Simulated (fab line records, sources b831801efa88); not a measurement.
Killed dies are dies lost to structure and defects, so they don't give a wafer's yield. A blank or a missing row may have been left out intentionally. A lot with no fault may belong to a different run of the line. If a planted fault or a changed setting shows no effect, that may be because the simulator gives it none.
Chamber matching    flow gf180mcu    4 sister chambers for GF_PASSIVATION_ETCH_11 on rie_diel-03
The step etches the open film in CF4/O2, stops on TiN, target depth 1800 nm, time 400 s. 16 wafers are shown with their chamber, then 8 later ones without.

== EACH WAFER AND ITS CHAMBER ==
wafer   chamber  throttle_valve_pct (%)  oes_product_au (a.u.)
L074.1  0        5.969                   0.956
L074.2  2        5.971                   0.964
L074.4  3        5.946                   0.969
L079.3  2        5.960                   0.954
L079.4  0        5.953                   0.966
L079.5  2        5.977                   0.969
L082.3  0        5.963                   0.960
L082.5  2        5.952                   0.967
L082.6  3        5.964                   0.973
L087.2  3        5.962                   0.953
L087.3  1        5.937                   0.947
L087.4  0        5.960                   0.968
L088.1  0        5.951                   0.953
L088.2  3        5.961                   0.964
L088.3  1        5.950                   0.954
L088.4  1        5.949                   0.969

SIGNATURES, as means of the wafers listed above
reading             chamber 0  chamber 1  chamber 2  chamber 3  scatter within a chamber
throttle_valve_pct  5.95920    5.94533    5.96500    5.95825    0.00866
oes_product_au      0.96060    0.95667    0.96350    0.96475    0.00803
Rule: for each reading, subtract the chamber's mean from the wafer's reading, divide by that reading's scatter and square the result; add these up over the readings and take the root, which gives the wafer's distance from the chamber. The wafer belongs to the nearest chamber; if the next one is less than 2 further off, it can't be placed. The scatter: the root of (the sum of the squares of (reading less its chamber's mean) over the shown wafers, divided by (wafers less chambers)).

== WAFERS WHOSE CHAMBER IS MISSING ==
wafer   throttle_valve_pct (%)  oes_product_au (a.u.)
L088.5  5.952                   0.962
L088.6  5.959                   0.967
L093.2  5.959                   0.957
L093.5  5.954                   0.967
L093.6  5.960                   0.956
L094.1  5.950                   0.948
L094.4  5.955                   0.955
L094.5  5.957                   0.969

== WHICH CHAMBER EACH WENT THROUGH ==
wafer   from the rows above                in truth
L088.5  can't be placed: 3 or 0 or 1 or 2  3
L088.6  can't be placed: 3 or 0 or 2 or 1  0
L093.2  can't be placed: 0 or 3 or 2 or 1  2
L093.5  can't be placed: 3 or 0 or 2 or 1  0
L093.6  can't be placed: 0 or 2 or 3 or 1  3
L094.1  can't be placed: 1 or 0 or 3 or 2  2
L094.4  can't be placed: 0 or 1 or 3 or 2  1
L094.5  can't be placed: 3 or 0 or 2 or 1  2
Correct placement for 0 of the 8. Cannot be placed on the basis of these rows: 8; the candidates contain the true chamber in 8. 0 placed wrongly.
